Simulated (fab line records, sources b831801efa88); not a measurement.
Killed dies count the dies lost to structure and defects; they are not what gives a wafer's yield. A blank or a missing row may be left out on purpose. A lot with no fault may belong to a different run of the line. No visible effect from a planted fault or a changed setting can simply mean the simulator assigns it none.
Which tool did it? :: flow sky130 :: 7 lots, 21 wafers sampled, at 2 steps of a route of 708

## WHAT THE GAUGES READ, wafer by wafer
SKY_VT_ADJUST_HVTR_OVL_MEAS_08.
lot: L193
measured: day 11 01:53
on: overlay-01
VT_ADJUST_HVTR_OVL (nm): -1.5 0.4 0.9

lot: L195
measured: day 11 20:17
on: overlay-01
VT_ADJUST_HVTR_OVL (nm): -1.2 -1.0 -0.3

lot: L197
measured: day 12 02:19
on: overlay-01
VT_ADJUST_HVTR_OVL (nm): -1.4 -0.2 -1.1

lot: L199
measured: day 12 20:37
on: overlay-02
VT_ADJUST_HVTR_OVL (nm): -3.0 -2.1 0.1

lot: L201
measured: day 13 04:23
on: overlay-02
VT_ADJUST_HVTR_OVL (nm): -2.7 1.5 -0.1

lot: L203
measured: day 14 07:28
on: overlay-02
VT_ADJUST_HVTR_OVL (nm): -1.0 -2.8 1.1

lot: L210
measured: day 16 01:10
on: overlay-02
VT_ADJUST_HVTR_OVL (nm): 0.9 -1.0 -1.5

## WHAT TOOL EACH LOT RAN ON (gives the tool, then ch and the chambers of the sampled wafers, and finally the start)
lot: L193
SKY_VT_ADJUST_HVTR_EXPOSE_04: ilineStepper-01 ch 0, day 10 14:49

lot: L195
SKY_VT_ADJUST_HVTR_EXPOSE_04: ilineStepper-02 ch 0, day 11 09:01

lot: L197
SKY_VT_ADJUST_HVTR_EXPOSE_04: ilineStepper-01 ch 0, day 11 14:50

lot: L199
SKY_VT_ADJUST_HVTR_EXPOSE_04: ilineStepper-01 ch 0, day 12 08:44

lot: L201
SKY_VT_ADJUST_HVTR_EXPOSE_04: ilineStepper-02 ch 0, day 12 16:34

lot: L203
SKY_VT_ADJUST_HVTR_EXPOSE_04: ilineStepper-02 ch 0, day 13 18:31

lot: L210
SKY_VT_ADJUST_HVTR_EXPOSE_04: ilineStepper-02 ch 0, day 15 11:43
- SKY_VT_ADJUST_HVTR_EXPOSE_04: exposes mask HVTRM, target cd 380 nm.

## THE ANSWER, worked out from the rows above alone
Rule: the usual values come from the lots themselves. Put in order of their means at a reading, lots are off if they are a third of the lots or fewer, leave a main group of 4 or more, and stand apart from it by a gap of 3 or more times the standard deviation of the main group's means; of several such gaps the widest counts. If all means in a main group match to the digits the tables above print for the reading, that group is not used. A lot without any number at a reading at which 4 lots or more have one is off too. Any other lot the step has rows for is counted as sound.
No lot is off on any of the readings shown, so nothing can be concluded from this.

## WHAT THE SIMULATOR HAD PUT IN
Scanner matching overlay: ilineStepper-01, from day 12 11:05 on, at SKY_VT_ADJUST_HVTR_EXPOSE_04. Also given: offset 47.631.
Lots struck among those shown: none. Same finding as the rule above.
